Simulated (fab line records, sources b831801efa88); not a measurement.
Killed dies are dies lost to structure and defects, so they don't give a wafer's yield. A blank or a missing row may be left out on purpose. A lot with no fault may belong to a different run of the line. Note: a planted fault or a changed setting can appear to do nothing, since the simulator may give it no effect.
Problem report, 8D (eight disciplines) form, completed by code	flow gf180mcu	the parts of the form that need people (team, actions taken, sign-off) are left out

## 1. THE ISSUE
cdNm at GF_V3_CD_MEAS_14 reads a mean of 271.1 nm on 6 wafers of 2 lots; wafers without a fault read 259.8 nm with a standard deviation of 1.4. Measured from the usual mean, that is +8.0 standard deviations.
The step: target cd 260 nm.
The first sign was on wafer L777.1 at day 25 20:12, on cdSem-02. The record holds 36 wafers of 12 lots with a number at this step. The rule behind "out" and "out of limits": a value lying over 4 standard deviations away from the usual mean. Any other wafer with a number is counted as sound.

## 2. WHAT IT IS, AND WHAT IT ISN'T
question	is	is not
which readings at this step	cdNm	-
which lots	L777, L781	L769, L771, L776, L782, L783, L784, L785, L786, L788, L789
which wafers of those lots	all that have a number	-
read on which gauges	cdSem-02	cdSem-01
when	from day 25 20:12	up to then (9 sound wafers); but 21 sound wafers of L782, L783, L784, L785, L786, L788, L789 came after

## 3. WHAT RULES OUT EACH SUSPECT
Counting: a tool at any process step up to the reading remains a suspect when it ran all the lots that are out and ran no sound lot after the first of those.
- the gauge at GF_V3_CD_MEAS_14: ruled out. All the wafers that are out were read on cdSem-02, but those of them that GF_V3_EXPOSE_11 has rows for are out there too, on other tools.
- krfScanner-02 at GF_V3_EXPOSE_11 (exposes mask Via3, target cd 260 nm): kept. Every lot that is out went through it, starting with L777 (day 25 09:26), and after that it ran no sound lot; the last sound lot it ran before then is L776 (day 24 19:31). On those wafers its own readings are out: exposureDoseMJCm2.
The count leaves krfScanner-02 at GF_V3_EXPOSE_11.

## 4. THE CAUSE (what the simulator had put in)
Process parameters drifting: krfScanner-02 at GF_V3_EXPOSE_11, beginning at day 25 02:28. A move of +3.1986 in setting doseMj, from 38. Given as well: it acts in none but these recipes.
The count eliminated every tool but this one.

## 5. THE EFFECT CHAIN, in route order
Each row: a reading where the mean over the struck wafers with a number is more than 3 standard deviations away from the usual. Scope: only readings with a usual standard deviation given in the record; hours: median across lots of the time from each lot's start at the first step in this table that gives one to its start at this step; sigmas: change in usual standard deviations.
hours	step	reading	usual	on struck wafers	change	sigmas
0	GF_V3_EXPOSE_11	exposureDoseMJCm2	38.09	40.81	+2.72	+16
10	GF_V3_CD_MEAS_14	cdNm	259.8 nm	271.1	+11.3	+8.0
Its process steps:
- GF_V3_EXPOSE_11: exposes mask Via3, target cd 260 nm.

## 6. WHAT WOULD HAVE CAUGHT IT SOONER
18 hours passed between the start of the fault at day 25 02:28 and the first reading out of limits at a measuring or inspecting step in this record, taken at day 25 20:12.
At GF_V3_EXPOSE_11, the tool's own readings (exposureDoseMJCm2) were out on each struck wafer the step has a row for, so an alarm limit on them would have fired on the first such wafer.
Lots out: 2; of these, L781 started GF_V3_EXPOSE_11 on krfScanner-02 after day 25 20:12. A tool hold placed at that time would have kept it from harm.
